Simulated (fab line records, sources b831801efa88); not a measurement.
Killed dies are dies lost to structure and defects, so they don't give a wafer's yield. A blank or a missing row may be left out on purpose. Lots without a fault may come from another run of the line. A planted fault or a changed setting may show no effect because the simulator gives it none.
Which tool did it? | flow sky130 | 11 lots, 33 wafers sampled, at 3 steps of a route of 708

WHAT THE GAUGES READ, wafer by wafer
SKY_CONTACT_THK_MEAS_01.
lot  | measured     | on            | CONTACT_CVD_00_THK (nm)
L625 | day 31 09:50 | film_metro-01 | 74.9 77.6 77.3
L626 | day 31 21:53 | film_metro-01 | 149.5 147.7 150.6
L627 | day 32 00:37 | film_metro-02 | 150.1 150.4 152.9
L634 | day 34 10:59 | film_metro-02 | 150.0 149.5 151.2
L635 | day 36 07:26 | film_metro-01 | 74.4 75.0 76.1
L639 | day 36 10:58 | film_metro-01 | 73.8 74.1 74.8
L641 | day 36 13:26 | film_metro-03 | 75.2 76.2 76.6
L642 | day 37 02:46 | film_metro-03 | 75.2 74.3 75.4
L644 | day 38 06:14 | film_metro-03 | 73.5 75.2 75.5
L643 | day 38 07:22 | film_metro-02 | 74.9 75.0 75.4
L645 | day 38 08:20 | film_metro-01 | 75.3 74.4 75.1

WHICH TOOL RAN EACH LOT (tool, then ch and the chambers of the sampled wafers, then the start)
lot  | SKY_SD_P_STRIP_10                    | SKY_CONTACT_CVD_00
L625 | plasma_asher-01 ch 0,1, day 26 13:26 | pecvd-04 ch 1,2, day 31 09:47
L626 | plasma_asher-03 ch 0,1, day 26 23:44 | pecvd-04 ch 0,1,2, day 31 21:00
L627 | plasma_asher-03 ch 0,1, day 27 03:56 | pecvd-01 ch 0,1,2, day 32 00:00
L634 | plasma_asher-04 ch 0,1, day 29 18:44 | pecvd-04 ch 0,2, day 34 10:00
L635 | plasma_asher-03 ch 0,1, day 31 16:23 | pecvd-01 ch 1,2, day 36 07:23
L639 | plasma_asher-04 ch 0,1, day 31 18:17 | pecvd-03 ch 1,2, day 36 10:55
L641 | plasma_asher-03 ch 0,1, day 31 21:05 | pecvd-04 ch 1,2, day 36 13:24
L642 | plasma_asher-04 ch 0,1, day 32 11:08 | pecvd-03 ch 0,1,2, day 37 02:44
L644 | plasma_asher-04 ch 0,1, day 33 16:32 | pecvd-03 ch 0,1,2, day 38 06:11
L643 | plasma_asher-03 ch 0,1, day 33 17:11 | pecvd-01 ch 0,2, day 38 07:20
L645 | plasma_asher-03 ch 0,1, day 33 18:17 | pecvd-04 ch 0,1,2, day 38 08:18
- SKY_SD_P_STRIP_10: strips in O2/N2.
- SKY_CONTACT_CVD_00: deposits Si3N4, target thk 75 nm.

THE ANSWER, worked out from the rows above alone
Rule: what is usual is taken from the lots themselves. Put in order of their means at a reading, lots are off if they are a third of the lots or fewer, leave a main group of 4 or more, and stand apart from it by a gap of 3 or more times the standard deviation of the main group's means; of several such gaps the widest counts. A main group whose means are all the same, to the digits that the tables above print for the reading, isn't used. A lot without any number at a reading at which 4 lots or more have one is off too. The other lots that the step has rows for count as sound.
Off: L626, L627, L634, at SKY_CONTACT_THK_MEAS_01 (CONTACT_CVD_00_THK). The main group: mean 75.2 nm, standard deviation 0.7.
A tool fits if, at a process step before that reading, it ran every lot that is off, and no sound lot after the first of them. The gauges at SKY_CONTACT_THK_MEAS_01 are tried like those tools. None of those tried fits.

WHAT THE SIMULATOR HAD PUT IN
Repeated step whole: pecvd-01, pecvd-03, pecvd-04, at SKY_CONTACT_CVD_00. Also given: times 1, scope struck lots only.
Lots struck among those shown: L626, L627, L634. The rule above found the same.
